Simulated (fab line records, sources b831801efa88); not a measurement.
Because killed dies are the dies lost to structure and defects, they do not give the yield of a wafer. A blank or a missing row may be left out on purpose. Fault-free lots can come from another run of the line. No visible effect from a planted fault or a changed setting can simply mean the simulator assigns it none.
Chamber matching / flow sky130 / rieDiel-02 running SKY_VIA1_ETCH_14: 4 sister chambers
The step etches BARC in N2/H2, stops on SiO2, time 45.9 s, target depth 60 nm. 8 wafers are shown with their chamber, then 10 later ones without.

== WAFERS PAIRED WITH THEIR CHAMBERS ==
wafer=L082.4; chamber=2; drypumpMotorCurrentA (A)=6.2; rfFwdPowerW (W)=495.3
wafer=L090.1; chamber=0; drypumpMotorCurrentA (A)=5.7; rfFwdPowerW (W)=495.5
wafer=L090.6; chamber=3; drypumpMotorCurrentA (A)=5.4; rfFwdPowerW (W)=496.8
wafer=L091.3; chamber=2; drypumpMotorCurrentA (A)=6.3; rfFwdPowerW (W)=494.5
wafer=L091.5; chamber=1; drypumpMotorCurrentA (A)=5.8; rfFwdPowerW (W)=492.1
wafer=L091.6; chamber=0; drypumpMotorCurrentA (A)=5.7; rfFwdPowerW (W)=495.7
wafer=L092.1; chamber=3; drypumpMotorCurrentA (A)=5.3; rfFwdPowerW (W)=492.9
wafer=L092.3; chamber=1; drypumpMotorCurrentA (A)=5.8; rfFwdPowerW (W)=492.1

== WAFERS WITH NO CHAMBER GIVEN ==
wafer=L092.6; drypumpMotorCurrentA (A)=6.2; rfFwdPowerW (W)=494.5
wafer=L093.1; drypumpMotorCurrentA (A)=6.3; rfFwdPowerW (W)=492.3
wafer=L093.4; drypumpMotorCurrentA (A)=5.8; rfFwdPowerW (W)=492.1
wafer=L093.5; drypumpMotorCurrentA (A)=5.4; rfFwdPowerW (W)=496.4
wafer=L094.1; drypumpMotorCurrentA (A)=5.8; rfFwdPowerW (W)=490.3
wafer=L094.2; drypumpMotorCurrentA (A)=6.2; rfFwdPowerW (W)=493.7
wafer=L094.3; drypumpMotorCurrentA (A)=5.7; rfFwdPowerW (W)=493.0
wafer=L097.1; drypumpMotorCurrentA (A)=5.8; rfFwdPowerW (W)=494.6
wafer=L097.4; drypumpMotorCurrentA (A)=5.4; rfFwdPowerW (W)=495.7
wafer=L097.6; drypumpMotorCurrentA (A)=5.4; rfFwdPowerW (W)=495.8

== WHICH CHAMBER EACH WENT THROUGH ==
wafer=L092.6; from the rows above=2; in truth=2
wafer=L093.1; from the rows above=2; in truth=2
wafer=L093.4; from the rows above=1; in truth=1
wafer=L093.5; from the rows above=3; in truth=3
wafer=L094.1; from the rows above=1; in truth=1
wafer=L094.2; from the rows above=2; in truth=2
wafer=L094.3; from the rows above=can't be placed: 0 or 1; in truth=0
wafer=L097.1; from the rows above=can't be placed: 1 or 0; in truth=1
wafer=L097.4; from the rows above=3; in truth=3
wafer=L097.6; from the rows above=3; in truth=3
Correctly placed: 8 of 10. Can't be placed from these rows: 2 (the true chamber is among the candidates in 2). Number placed wrongly: 0.
How it was worked out, from the rows above alone: a wafer's distance from a chamber is the root of the sum, over the readings, of the square of ((its reading less the chamber's mean) divided by the reading's scatter). The wafer belongs to the nearest chamber; if the next one is less than 2 further off, it can't be placed. A chamber's mean is the mean of its shown wafers. How the scatter is found: for the shown wafers, subtract from each reading the mean of its chamber, square and add these, divide the total by (wafers less chambers), then take the root.
